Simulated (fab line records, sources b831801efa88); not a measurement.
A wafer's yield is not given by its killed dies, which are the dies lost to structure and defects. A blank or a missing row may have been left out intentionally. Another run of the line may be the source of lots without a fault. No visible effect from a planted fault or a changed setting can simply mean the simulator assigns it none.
fab line records	flow gf180mcu
record: lots: 24	wafers: 72	last-day: 34
route steps=602 shown MVPSD@88 VT_IMPLANT@110 SAB@274 V3@451 M4@462 V4@478
lots that met no fault: from a run of the same line without faults
start-h: the number of hours between the record's first day and the start of the first shown wafer of the lot	wait-h: hours since the lot's step before	" repeats the value in the row above	L1.1+2: one row covering several wafers at once	- no value, or no start was given	* or withheld: withheld	< > ~ a bound
route shown NAME@n: NAME is a module with steps in the file, n the number in the route of the first one	usual: mean/standard deviation of fault-free wafers	same: alike in all rows	chamber/n: place in a boat	sites: the reading at each site	_std_site: how widely they spread, as a standard deviation	_edge_site: the outer-site mean with the inner-site mean subtracted	radius-mm: how far each site lies from the wafer's centre	mask NAME#n: copy n	behind: tool/chamber where the wafer was last shaped	hold: reason for holding the lot/hours on hold/outcome of the hold	device: names the non-switching transistor (n, p or np)	end of line: the route-end tests of the same wafers	a step with no rows: only its recipe	killed: the dies lost at the first sort to structure and to defects; this is not the yield of the wafer	map: dies across one wafer; x = killed, . = not, _ = none there
set.NAME: the setting as run; set.NAME@STEP: as run at that earlier step	model.NAME: the simulator's own value behind a step, which no gauge read
one table for each step of the route and one row for each wafer, over a sample of lots
services: the hour from which a tool's chamber was out of use, counted from the record's first day as start-h (under 0 if before that day), plus the number of hours and why
== steps ==
step: GF_MVPSD_STRIP_10
recipe: chemistry: O2/N2	power-w: 1400	pressure-mtorr: 1500	platen-temp-c: 250	o2-flow-sccm: 3000	n2-flow-sccm: 300	overash-fraction: 0.5
usual: drypump-motor-current-A: 6.14/0.15	heater-power-w: 322/35	oes-product-au: 0.723/0.0046	strip-time-to-endpoint-s: 36.93/0.096
lot.wafer	tool	chamber	start-h	wait-h	drypump-motor-current-A	heater-power-w	oes-product-au	rf-hours-counter-h	strip-time-to-endpoint-s
L074.2	plasma-asher-03	0	97.49	0.1	6.13	370	0.721	45	36.94
L074.5	"	0	"	"	6.09	371	0.721	-	36.97
L074.6	"	1	"	"	6.13	346	0.719	-	36.91
L075.1	plasma-asher-01	1	100.88	0.1	6.01	318	0.711	31	37.07
L075.2	"	0	"	"	6.49	321	0.715	31	37.16
L075.4	"	1	"	"	6.02	312	0.725	-	37.17
L076.1	plasma-asher-04	1	107.13	0.1	6.18	259	0.718	47	37.00
L076.5	"	1	"	"	6.17	255	0.727	-	37.07
L076.6	"	0	"	"	5.98	297	0.719	-	37.10
L077.2	plasma-asher-03	1	114.21	0.1	6.13	342	0.725	47	36.94
L077.4	"	0	"	"	6.10	372	0.721	-	36.95
L077.5	"	1	"	"	6.16	345	0.720	-	36.93
L078.1	plasma-asher-04	1	118.13	0.1	6.17	270	0.717	0	37.01
L078.3	"	1	"	"	6.18	269	0.722	-	36.98
L078.4	"	0	"	"	5.99	291	0.728	-	36.85
L079.2	plasma-asher-01	1	126.94	0.1	6.02	302	0.726	34	36.94
L079.5	"	0	"	"	6.48	324	0.721	-	36.87
L079.6	"	1	"	"	6.02	301	0.726	-	36.95
L080.1	plasma-asher-03	1	130.39	0.1	6.14	343	0.718	49	37.03
L080.2	"	0	"	"	6.08	375	0.724	49	36.98
L080.4	"	0	"	"	6.12	372	0.724	-	36.87
L081.2	plasma-asher-01	0	136.99	0.1	6.50	327	0.726	35	37.05
L081.5	"	0	"	"	6.48	320	0.722	-	37.08
L081.6	"	1	"	"	6.02	304	0.716	-	37.00
L082.2	plasma-asher-04	0	145.31	0.1	6.00	276	0.725	3	36.98
L082.5	"	0	"	"	6.01	292	0.718	-	36.84
L082.6	"	1	"	"	6.21	262	0.733	-	36.79
L083.2	plasma-asher-04	0	151.71	0.1	5.98	286	0.719	4	36.85
L083.5	"	0	"	"	5.97	285	0.721	-	36.92
L083.6	"	1	"	"	6.19	266	0.724	-	36.84
L084.1	plasma-asher-01	1	158.29	0.1	6.03	315	0.728	38	36.94
L084.3	"	1	"	"	6.02	307	0.722	-	36.90
L084.6	"	1	"	"	6.01	310	0.723	-	36.80
L085.1	plasma-asher-03	1	169.53	0.1	6.14	334	0.731	52	36.98
L085.2	"	0	"	"	6.12	365	0.725	52	36.99
L085.5	"	0	"	"	6.10	362	0.728	-	36.90
L086.1	plasma-asher-03	1	179.18	0.1	6.11	334	0.721	53	37.04
L086.5	"	0	"	"	6.10	362	0.724	-	36.96
L086.6	"	1	"	"	6.14	348	0.727	-	36.90
L087.1	plasma-asher-03	1	179.64	0.1	6.11	343	0.723	53	36.84
L087.4	"	1	"	"	6.11	339	0.722	-	36.83
L087.5	"	1	"	"	6.12	341	0.726	-	36.89
L088.1	plasma-asher-03	0	182.65	0.1	6.13	360	0.721	53	36.73
L088.4	"	1	"	"	6.13	341	0.727	-	36.87
L088.6	"	1	"	"	6.14	339	0.731	-	36.74
L089.1	plasma-asher-03	0	186.25	0.1	6.12	368	0.730	54	36.93
L089.4	"	1	"	"	6.14	338	0.720	-	36.92
L089.5	"	1	"	"	6.12	333	0.725	-	36.91
L091.3	plasma-asher-03	1	197.39	0.1	6.15	334	0.728	-	36.72
L091.4	"	0	"	"	6.11	368	0.715	-	36.78
L091.6	"	1	"	"	6.16	329	0.731	-	36.78
L090.1	plasma-asher-03	0	198.13	0.1	6.09	369	0.728	56	36.97
L090.2	"	1	"	"	6.15	336	0.720	56	37.00
L090.3	"	0	"	"	6.09	372	0.725	-	36.96
L092.1	plasma-asher-01	1	205.53	0.1	6.05	312	0.724	43	36.88
L092.3	"	0	"	"	6.49	322	0.711	-	36.82
L092.4	"	1	"	"	6.02	308	0.722	-	36.87
L093.1	plasma-asher-03	1	212.98	0.1	6.12	334	0.723	57	36.79
L093.2	"	0	"	"	6.11	369	0.725	57	36.84
L093.3	"	1	"	"	6.13	341	0.721	-	36.92
L094.1	plasma-asher-04	1	215.44	0.1	6.19	274	0.726	11	36.77
L094.2	"	0	"	"	5.99	295	0.735	11	36.92
L094.3	"	0	"	"	5.99	284	0.722	-	36.88
L095.1	plasma-asher-01	0	220.89	0.1	6.55	320	0.724	45	36.99
L095.2	"	1	"	"	6.03	319	0.724	45	37.04
L095.5	"	0	"	"	6.50	323	0.720	-	37.07
L096.3	plasma-asher-04	0	228.24	0.1	5.93	292	0.723	-	36.79
L096.5	"	1	"	"	6.16	266	0.729	-	36.74
L096.6	"	0	"	"	5.94	283	0.727	-	36.74
L097.2	plasma-asher-04	0	232.08	0.1	5.96	284	0.728	12	36.85
L097.3	"	1	"	"	6.19	267	0.722	-	36.99
L097.5	"	0	"	"	5.97	287	0.736	-	36.98
step: GF_VT_IMPLANT_STRIP_20
recipe: chemistry: O2/N2	power-w: 1400	pressure-mtorr: 1500	platen-temp-c: 250	o2-flow-sccm: 3000	n2-flow-sccm: 300	overash-fraction: 0.5
usual: drypump-motor-current-A: 6.0/0.34	heater-power-w: 305/24	oes-product-au: 0.716/0.0047	strip-time-to-endpoint-s: 12.63/0.034
lot.wafer	tool	chamber	start-h	wait-h	drypump-motor-current-A	heater-power-w	oes-product-au	rf-hours-counter-h	strip-time-to-endpoint-s
L074.2	plasma-asher-02	1	125.79	0.1	5.5	334	0.725	43	12.66
L074.5	"	0	"	"	6.3	299	0.712	-	12.64
L074.6	"	1	"	"	5.4	334	0.710	-	12.69
L075.1	plasma-asher-01	1	129.71	0.1	6.0	308	0.710	34	12.62
L075.2	"	0	"	"	6.5	321	0.712	34	12.66
L075.4	"	0	"	"	6.5	315	0.715	-	12.68
L076.1	plasma-asher-04	1	137.44	0.1	6.2	270	0.719	2	12.63
L076.5	"	0	"	"	6.0	278	0.713	-	12.63
L076.6	"	1	"	"	6.2	264	0.709	-	12.61
L077.2	plasma-asher-01	1	143.79	0.1	6.1	303	0.716	36	12.62
L077.4	"	1	"	"	6.0	312	0.716	-	12.66
L077.5	"	0	"	"	6.5	314	0.715	-	12.65
L078.1	plasma-asher-04	0	147.16	0.1	5.9	284	0.714	3	12.66
L078.3	"	1	"	"	6.2	273	0.707	-	12.65
L078.4	"	0	"	"	6.0	280	0.712	-	12.69
L079.2	plasma-asher-02	0	157.14	0.1	6.3	302	0.709	47	12.57
L079.5	"	1	"	"	5.4	343	0.716	-	12.58
L079.6	"	0	"	"	6.3	299	0.715	-	12.57
L080.1	plasma-asher-02	1	162.05	0.1	5.5	328	0.713	47	12.60
L080.2	"	0	"	"	6.3	311	0.717	47	12.58
L080.4	"	1	"	"	5.5	337	0.721	-	12.59
L081.2	plasma-asher-02	1	169.06	0.1	5.5	334	0.715	48	12.64
L081.5	"	1	"	"	5.5	328	0.720	-	12.62
L081.6	"	0	"	"	6.2	296	0.716	-	12.67
L082.2	plasma-asher-04	1	177.95	0.1	6.1	271	0.716	6	12.65
L082.5	"	1	"	"	6.2	262	0.718	-	12.66
L082.6	"	0	"	"	6.0	284	0.717	-	12.66
L083.2	plasma-asher-01	1	183.31	0.1	6.1	314	0.713	41	12.57
L083.5	"	1	"	"	6.0	317	0.711	-	12.60
L083.6	"	0	"	"	6.5	326	0.713	-	12.62
L084.1	plasma-asher-04	0	190.54	0.1	6.0	287	0.722	8	12.61
L084.3	"	1	"	"	6.2	269	0.720	-	12.63
L084.6	"	0	"	"	6.0	287	0.713	-	12.62
L085.1	plasma-asher-04	0	202.75	0.1	6.0	286	0.722	9	12.62
L085.2	"	1	"	"	6.2	262	0.715	9	12.63
L085.5	"	0	"	"	6.0	286	0.713	-	12.59
L086.1	plasma-asher-02	0	213.04	0.1	6.2	309	0.719	51	12.62
L086.5	"	1	"	"	5.5	330	0.711	-	12.67
L086.6	"	0	"	"	6.3	300	0.717	-	12.65
L087.1	plasma-asher-02	1	213.55	0.1	5.4	333	0.722	51	12.68
L087.4	"	0	"	"	6.2	290	0.713	-	12.67
L087.5	"	1	"	"	5.5	330	0.718	-	12.64
L088.1	plasma-asher-02	1	215.94	0.1	5.5	337	0.721	51	12.64
L088.4	"	1	"	"	5.5	329	0.710	-	12.65
L088.6	"	0	"	"	6.3	290	0.721	-	12.65
L089.1	plasma-asher-02	0	220.96	0.1	6.2	295	0.718	52	12.64
L089.4	"	0	"	"	6.2	292	0.710	-	12.63
L089.5	"	1	"	"	5.5	331	0.716	-	12.64
L091.3	plasma-asher-04	0	232.47	0.1	6.0	284	0.718	-	12.62
L091.4	"	1	"	"	6.2	270	0.715	-	12.64
L091.6	"	1	"	"	6.2	265	0.712	-	12.64
L090.1	plasma-asher-04	1	233.34	0.1	6.2	263	0.717	12	12.57
L090.2	"	0	"	"	6.0	288	0.712	12	12.55
L090.3	"	0	"	"	6.0	292	0.712	-	12.58
L092.1	plasma-asher-02	1	241.90	0.1	5.5	342	0.716	54	12.59
L092.3	"	1	"	"	5.5	337	0.719	-	12.57
L092.4	"	0	"	"	6.2	302	0.721	-	12.59
L093.1	plasma-asher-02	1	249.10	0.1	5.5	331	0.715	54	12.64
L093.2	"	0	"	"	6.3	292	0.708	54	12.62
L093.3	"	0	"	"	6.3	297	0.724	-	12.62
L094.1	plasma-asher-02	0	251.86	0.1	6.2	301	0.725	55	12.60
L094.2	"	1	"	"	5.5	333	0.712	55	12.61
L094.3	"	0	"	"	6.2	296	0.714	-	12.61
L095.1	plasma-asher-02	0	257.30	0.1	6.3	298	0.721	55	12.64
L095.2	"	1	"	"	5.5	332	0.716	55	12.61
L095.5	"	1	"	"	5.5	350	0.718	-	12.59
L096.3	plasma-asher-01	1	265.09	0.1	6.0	319	0.713	-	12.66
L096.5	"	1	"	"	6.0	310	0.721	-	12.65
L096.6	"	0	"	"	6.5	322	0.715	-	12.68
L097.2	plasma-asher-02	1	269.75	0.1	5.5	335	0.712	57	12.58
L097.3	"	0	"	"	6.3	301	0.711	-	12.64
L097.5	"	1	"	"	5.5	335	0.711	-	12.60
step: GF_SAB_OVL_MEAS_10
usual: SAB_OVL: 1.4/1.3
lot.wafer	tool	chamber	start-h	wait-h	SAB_OVL[nm]
L074.2	overlay-01	-	339.03	0.1	2.0
L074.5	"	-	"	"	1.9
L074.6	"	-	"	"	1.7
L075.1	overlay-02	-	343.31	0.1	3.1
L075.2	"	-	"	"	1.4
L075.4	"	-	"	"	3.7
L076.1	overlay-01	-	352.26	0.1	-1.8
L076.5	"	-	"	"	-2.2
L076.6	"	-	"	"	-0.3
L077.2	overlay-02	-	364.94	0.1	2.2
L077.4	"	-	"	"	2.3
L077.5	"	-	"	"	3.1
L078.1	overlay-01	-	365.84	0.1	3.1
L078.3	"	-	"	"	1.6
L078.4	"	-	"	"	1.9
L079.2	overlay-02	-	378.98	0.1	0.7
L079.5	"	-	"	"	1.2
L079.6	"	-	"	"	0.9
L080.1	overlay-01	-	388.77	0.1	-2.3
L080.2	"	-	"	"	-1.0
L080.4	"	-	"	"	-0.3
L081.2	overlay-01	-	395.67	0.1	2.4
L081.5	"	-	"	"	2.4
L081.6	"	-	"	"	0.1
L082.2	overlay-01	-	409.84	0.1	-0.1
L082.5	"	-	"	"	-0.4
L082.6	"	-	"	"	1.5
L083.2	overlay-02	-	417.97	0.1	1.8
L083.5	"	-	"	"	2.1
L083.6	"	-	"	"	2.2
L084.1	overlay-01	-	424.51	0.1	2.1
L084.3	"	-	"	"	2.9
L084.6	"	-	"	"	1.7
L085.1	overlay-02	-	441.67	0.1	1.8
L085.2	"	-	"	"	1.5
L085.5	"	-	"	"	1.6
L086.1	overlay-02	-	456.27	0.1	1.2
L086.5	"	-	"	"	1.8
L086.6	"	-	"	"	1.4
L087.1	overlay-01	-	461.41	0.1	2.4
L087.4	"	-	"	"	2.2
L087.5	"	-	"	"	1.2
L088.1	overlay-02	-	462.71	0.1	-0.1
L088.4	"	-	"	"	1.7
L088.6	"	-	"	"	2.2
L089.1	overlay-01	-	467.11	0.1	0.4
L089.4	"	-	"	"	1.0
L089.5	"	-	"	"	1.4
L090.1	overlay-02	-	481.02	0.1	1.1
L090.2	"	-	"	"	-0.1
L090.3	"	-	"	"	1.1
L091.3	overlay-02	-	484.92	0.1	1.3
L091.4	"	-	"	"	2.8
L091.6	"	-	"	"	0.8
L092.1	overlay-02	-	495.24	0.1	3.8
L092.3	"	-	"	"	3.3
L092.4	"	-	"	"	4.1
L093.1	overlay-02	-	501.01	0.1	0.1
L093.2	"	-	"	"	2.2
L093.3	"	-	"	"	1.5
L094.1	overlay-01	-	507.44	0.1	1.3
L094.2	"	-	"	"	0.2
L094.3	"	-	"	"	-0.4
L095.1	overlay-02	-	515.29	0.1	1.8
L095.2	"	-	"	"	2.5
L095.5	"	-	"	"	1.1
L096.3	overlay-02	-	522.25	0.1	1.6
L096.5	"	-	"	"	1.0
L096.6	"	-	"	"	1.7
L097.2	overlay-02	-	527.37	0.1	2.7
L097.3	"	-	"	"	2.6
L097.5	"	-	"	"	0.9
step: GF_V3_SPUTTER_22
recipe: material: TiN	target-thk-nm: 10	chamber-pressure-pa: 5	power-w: 4000	time-s: 40
usual: throttle-valve-pct: 30.2/1.4
lot.wafer	tool	chamber	start-h	wait-h	throttle-valve-pct
L074.2	pvd-sputter-03	-	512.52	0.0	31.7
L074.5	"	-	"	"	31.8
L074.6	"	-	"	"	30.5
L075.1	pvd-sputter-02	-	517.47	0.0	28.9
L075.2	"	-	"	"	31.9
L075.4	"	-	"	"	30.2
L076.1	pvd-sputter-04	-	524.62	0.0	30.9
L076.5	"	-	"	"	31.8
L076.6	"	-	"	"	31.0
L077.2	pvd-sputter-03	-	539.97	0.0	30.3
L077.4	"	-	"	"	31.9
L077.5	"	-	"	"	31.7
L078.1	pvd-sputter-03	-	540.64	0.0	28.0
L078.3	"	-	"	"	28.7
L078.4	"	-	"	"	31.6
L079.2	pvd-sputter-03	-	553.77	0.0	31.6
L079.5	"	-	"	"	28.7
L079.6	"	-	"	"	28.1
L080.1	pvd-sputter-03	-	563.18	0.0	28.1
L080.2	"	-	"	"	29.1
L080.4	"	-	"	"	30.3
L081.2	pvd-sputter-03	-	568.88	0.0	28.8
L081.5	"	-	"	"	31.6
L081.6	"	-	"	"	28.3
L082.2	pvd-sputter-03	-	583.32	0.0	31.7
L082.5	"	-	"	"	27.9
L082.6	"	-	"	"	31.8
L083.2	pvd-sputter-04	-	591.09	0.0	30.6
L083.5	"	-	"	"	32.0
L083.6	"	-	"	"	31.0
L084.1	pvd-sputter-04	-	595.97	0.0	31.8
L084.3	"	-	"	"	32.1
L084.6	"	-	"	"	29.8
L085.1	pvd-sputter-03	-	610.82	0.0	28.9
L085.2	"	-	"	"	30.3
L085.5	"	-	"	"	30.5
L086.1	pvd-sputter-02	-	625.49	0.0	29.9
L086.5	"	-	"	"	29.8
L086.6	"	-	"	"	29.1
L087.1	pvd-sputter-04	-	630.04	0.0	31.9
L087.4	"	-	"	"	31.9
L087.5	"	-	"	"	29.8
L088.1	pvd-sputter-02	-	630.39	0.0	28.8
L088.4	"	-	"	"	28.5
L088.6	"	-	"	"	31.7
L089.1	pvd-sputter-04	-	634.89	0.0	30.8
L089.4	"	-	"	"	31.5
L089.5	"	-	"	"	29.8
L090.1	pvd-sputter-03	-	647.00	0.0	29.0
L090.2	"	-	"	"	31.7
L090.3	"	-	"	"	28.2
L091.3	pvd-sputter-02	-	650.30	0.0	29.1
L091.4	"	-	"	"	32.1
L091.6	"	-	"	"	29.8
L092.1	pvd-sputter-03	-	658.59	0.0	28.0
L092.3	"	-	"	"	30.3
L092.4	"	-	"	"	31.6
L093.1	pvd-sputter-03	-	664.22	0.0	28.2
L093.2	"	-	"	"	31.8
L093.3	"	-	"	"	28.8
L094.1	pvd-sputter-04	-	668.30	0.0	29.6
L094.2	"	-	"	"	31.9
L094.3	"	-	"	"	30.8
L095.1	pvd-sputter-03	-	674.49	0.0	28.2
L095.2	"	-	"	"	28.9
L095.5	"	-	"	"	28.2
L096.3	pvd-sputter-03	-	681.05	0.0	31.4
L096.5	"	-	"	"	28.3
L096.6	"	-	"	"	28.6
L097.2	pvd-sputter-04	-	685.95	0.0	30.6
L097.3	"	-	"	"	31.8
L097.5	"	-	"	"	32.3
step: GF_M4_THK_MEAS_06
recipe: thk-meas-gauge: xrf	reads: AlCu_of_M4_SPUTTER_02
usual: M4_ALCU_THK: 456/4.4
lot.wafer	tool	chamber	start-h	wait-h	M4_ALCU_THK[nm]
L074.2	film-metro-04	-	513.50	0.1	452
L074.5	"	-	"	"	455
L074.6	"	-	"	"	454
L075.1	film-metro-03	-	518.45	0.1	461
L075.2	"	-	"	"	458
L075.4	"	-	"	"	456
L076.1	film-metro-02	-	525.59	0.1	458
L076.5	"	-	"	"	458
L076.6	"	-	"	"	463
L077.2	film-metro-03	-	540.95	0.1	458
L077.4	"	-	"	"	459
L077.5	"	-	"	"	458
L078.1	film-metro-03	-	541.62	0.1	453
L078.3	"	-	"	"	456
L078.4	"	-	"	"	457
L079.2	film-metro-02	-	554.75	0.1	451
L079.5	"	-	"	"	448
L079.6	"	-	"	"	449
L080.1	film-metro-02	-	564.15	0.1	463
L080.2	"	-	"	"	460
L080.4	"	-	"	"	461
L081.2	film-metro-04	-	569.86	0.1	454
L081.5	"	-	"	"	456
L081.6	"	-	"	"	460
L082.2	film-metro-03	-	584.31	0.1	455
L082.5	"	-	"	"	453
L082.6	"	-	"	"	457
L083.2	film-metro-02	-	592.07	0.1	449
L083.5	"	-	"	"	454
L083.6	"	-	"	"	450
L084.1	film-metro-04	-	596.94	0.1	456
L084.3	"	-	"	"	452
L084.6	"	-	"	"	461
L085.1	film-metro-03	-	611.79	0.1	447
L085.2	"	-	"	"	453
L085.5	"	-	"	"	453
L086.1	film-metro-02	-	626.46	0.1	462
L086.5	"	-	"	"	462
L086.6	"	-	"	"	456
L087.1	film-metro-02	-	631.01	0.1	460
L087.4	"	-	"	"	461
L087.5	"	-	"	"	456
L088.1	film-metro-02	-	631.60	0.1	458
L088.4	"	-	"	"	459
L088.6	"	-	"	"	463
L089.1	film-metro-03	-	635.87	0.1	456
L089.4	"	-	"	"	458
L089.5	"	-	"	"	460
L090.1	film-metro-02	-	647.97	0.1	460
L090.2	"	-	"	"	461
L090.3	"	-	"	"	459
L091.3	film-metro-04	-	651.29	0.1	452
L091.4	"	-	"	"	453
L091.6	"	-	"	"	457
L092.1	film-metro-02	-	659.56	0.1	456
L092.3	"	-	"	"	456
L092.4	"	-	"	"	458
L093.1	film-metro-04	-	665.20	0.1	449
L093.2	"	-	"	"	455
L093.3	"	-	"	"	450
L094.1	film-metro-03	-	669.27	0.1	464
L094.2	"	-	"	"	461
L094.3	"	-	"	"	459
L095.1	film-metro-02	-	675.46	0.1	452
L095.2	"	-	"	"	457
L095.5	"	-	"	"	455
L096.3	film-metro-03	-	682.04	0.1	460
L096.5	"	-	"	"	459
L096.6	"	-	"	"	462
L097.2	film-metro-04	-	686.93	0.1	446
L097.3	"	-	"	"	452
L097.5	"	-	"	"	449
step: GF_V4_CVD_02
recipe: material: SiO2	target-thk-nm: 850	precursor: TEOS	temp-c: 400	time-s: 94.851	rf-w: 600
usual: heater-power-w: 650/110
lot.wafer	tool	chamber	start-h	wait-h	heater-power-w
L074.2	pecvd-04	2	536.88	0.0	685
L074.5	"	0	"	"	669
L074.6	"	2	"	"	740
L075.1	pecvd-02	2	542.02	0.1	687
L075.2	"	0	"	"	692
L075.4	"	1	"	"	760
L076.1	pecvd-04	0	548.72	0.1	602
L076.5	"	0	"	"	647
L076.6	"	2	"	"	721
L077.2	pecvd-04	2	563.43	0.0	676
L077.4	"	0	"	"	533
L077.5	"	1	"	"	516
L078.1	pecvd-03	1	564.65	0.1	472
L078.3	"	0	"	"	779
L078.4	"	0	"	"	810
L079.2	pecvd-04	0	577.59	0.0	571
L079.5	"	1	"	"	529
L079.6	"	2	"	"	748
L080.1	pecvd-03	1	586.60	0.1	492
L080.2	"	2	"	"	588
L080.4	"	2	"	"	477
L081.2	pecvd-03	1	592.62	0.0	525
L081.5	"	0	"	"	804
L081.6	"	2	"	"	486
L082.2	pecvd-03	1	606.89	0.0	520
L082.5	"	2	"	"	593
L082.6	"	0	"	"	815
L083.2	pecvd-02	2	614.09	0.0	723
L083.5	"	0	"	"	768
L083.6	"	1	"	"	663
L084.1	pecvd-03	0	619.05	0.1	676
L084.3	"	1	"	"	433
L084.6	"	2	"	"	493
L085.1	pecvd-03	2	633.63	0.1	494
L085.2	"	1	"	"	525
L085.5	"	2	"	"	546
L086.1	pecvd-02	0	648.16	0.1	801
L086.5	"	1	"	"	772
L086.6	"	0	"	"	640
L087.1	pecvd-03	0	652.39	0.1	789
L087.4	"	1	"	"	411
L087.5	"	0	"	"	802
L088.1	pecvd-04	0	652.95	0.1	642
L088.4	"	1	"	"	661
L088.6	"	2	"	"	661
L089.1	pecvd-02	0	657.07	0.1	755
L089.4	"	0	"	"	792
L089.5	"	2	"	"	714
L090.1	pecvd-03	2	667.33	0.1	604
L090.2	"	1	"	"	488
L090.3	"	0	"	"	799
L091.3	pecvd-02	0	672.29	0.0	674
L091.4	"	0	"	"	736
L091.6	"	1	"	"	767
L092.1	pecvd-03	1	679.60	0.1	492
L092.3	"	2	"	"	558
L092.4	"	1	"	"	499
L093.1	pecvd-02	2	684.70	0.1	596
L093.2	"	1	"	"	760
L093.3	"	0	"	"	637
L094.1	pecvd-04	2	688.70	0.1	781
L094.2	"	0	"	"	640
L094.3	"	1	"	"	539
L095.1	pecvd-04	0	695.16	0.1	647
L095.2	"	2	"	"	816
L095.5	"	1	"	"	544
L096.3	pecvd-03	0	701.76	0.0	786
L096.5	"	0	"	"	800
L096.6	"	2	"	"	499
L097.2	pecvd-02	1	706.34	0.0	776
L097.3	"	2	"	"	596
L097.5	"	2	"	"	663
== services ==
tool	chamber	start-h	hours	kind
plasma-asher-04	-	102.36	1.9	repair
plasma-asher-04	-	108.75	9.0	pm
plasma-asher-03	-	132.08	4.1	repair
pecvd-03	-	160.62	14.0	pm
plasma-asher-02	-	182.68	14.6	pm
plasma-asher-02	-	222.63	0.7	repair
pvd-sputter-03	-	225.80	0.6	repair
plasma-asher-03	-	285.69	6.2	repair
plasma-asher-01	-	346.73	9.7	repair
pecvd-03	-	383.53	1.8	repair
pecvd-03	-	397.06	6.0	pm
pecvd-03	-	404.80	0.9	repair
plasma-asher-02	-	421.25	9.0	pm
plasma-asher-04	-	421.60	4.0	repair
pecvd-03	1	433.08	30.7	repair
plasma-asher-03	-	455.82	2.8	pm
plasma-asher-01	-	471.00	4.3	pm
pvd-sputter-03	-	474.72	1.9	repair
plasma-asher-02	-	475.20	4.3	pm
plasma-asher-03	-	529.95	6.3	repair
plasma-asher-03	-	555.94	14.6	pm
pvd-sputter-03	-	619.28	4.8	repair
plasma-asher-04	-	641.31	2.3	repair
plasma-asher-02	-	652.93	2.8	pm
== key ==
fault none
